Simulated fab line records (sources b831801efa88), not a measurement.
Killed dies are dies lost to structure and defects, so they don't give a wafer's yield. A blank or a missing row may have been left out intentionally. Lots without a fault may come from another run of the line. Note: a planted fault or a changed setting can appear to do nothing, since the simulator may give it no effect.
A lot that was struck, set against a sound lot ; flow sky130 ; 15 steps out of a route of 708
Sound: these wafers, L692.2, L692.5, L692.6. Wafers L691.1, L691.3, L691.6 were the ones struck. Last of all comes the cause.
For every step that has rows: the tool of each side, followed by ch and its chambers, followed by its first start. Under that, the readings that differ: sound wafers ; struck wafers ; difference of the means ; sigmas: that difference in standard deviations of wafers without a fault.
alike: same words and numbers on both sides, and readings whose means sit less than 2 such deviations apart. not compared: any withheld reading, any reading some wafer has no value for, any bound like >300 that may hide the same value, and any number with overlapping values for which the record gives no deviation.
A row with sigmas, a row that says differs or no value, or rows on one side alone: a step with any of these is where the two part. When numbers do not overlap yet have no deviation, they are printed without sigmas and do not part them. A reading that every wafer of one side lacks parts them only if that side has two wafers or more.

SKY_FIELD_ISO_THK_MEAS_02:
  sound: film metro-02 at day 5 11:25; struck: film metro-02 at day 5 05:38
  alike: FIELD_ISO_OXIDATION_00_THK
then, 1 step without rows for these wafers: SKY_FIELD_ISO_CVD_03 (deposits Si3N4 from DCS/NH3, target thk 165 nm, time 2747 s).
SKY_FIELD_ISO_THK_MEAS_04:
  sound: film metro-04 at day 5 13:22; struck: film metro-03 at day 5 08:22
  alike: FIELD_ISO_CVD_03_THK
then, 8 steps without rows for these wafers: SKY_FIELD_ISO_DEHYDRATE_05 (time 60 s); SKY_FIELD_ISO_HMDS_06 (prime time 60 s); SKY_FIELD_ISO_COAT_07 (resist thk 60 nm); SKY_FIELD_ISO_COAT_08 (resist thk 450 nm); SKY_FIELD_ISO_SOFTBAKE_09 (time 90 s); SKY_FIELD_ISO_EXPOSE_10 (exposes mask FOM, target cd 150 nm); SKY_FIELD_ISO_PEB_11; SKY_FIELD_ISO_DEVELOP_12 (develop time 60 s).
SKY_FIELD_ISO_CD_MEAS_13 targets a cd of 150 nm.
  sound: cd sem-01 at day 6 07:32; struck: cd sem-02 at day 6 02:24
  alike: cd nm
SKY_FIELD_ISO_ETCH_14: etches BARC in N2/H2, stops on SiO2, time 45.9 s, target depth 60 nm.
  sound on rie diel-02 ch 0,2, day 6 07:38; struck on rie diel-04 ch 0,1,3, day 6 02:31
reading;sound;struck;difference;sigmas
model.KrF-thick_of_FIELD_ISO_COAT_08.thk nm (nm);393.5 394.1 392.3;390 391.1 389.8;-3;
  alike: drypump motor current A, h2 flow sccm, oes product au, throttle valve pct
  not compared: rf hours counter h
SKY_FIELD_ISO_ETCH_15: etches the open film in CHF3/O2, stops on Si, target depth 180 nm, time 72 s.
  sound on rie diel-02 ch 0,2, day 6 07:41; struck on rie diel-04 ch 0,1,3, day 6 02:34
  alike: drypump motor current A, oes product au, throttle valve pct
  not compared: rf hours counter h, model.KrF-thick_of_FIELD_ISO_COAT_08.thk nm
SKY_FIELD_ISO_STRIP_16: strips in O2/N2.
  sound on plasma asher-04 ch 0,1, day 6 07:44; struck on plasma asher-03 ch 1, day 6 02:37
  alike: drypump motor current A, o2 flow sccm, oes product au, strip time to endpoint s
  not compared: rf hours counter h

WHERE THEY PART
Nowhere in this record.

WHY: what the simulator had put in
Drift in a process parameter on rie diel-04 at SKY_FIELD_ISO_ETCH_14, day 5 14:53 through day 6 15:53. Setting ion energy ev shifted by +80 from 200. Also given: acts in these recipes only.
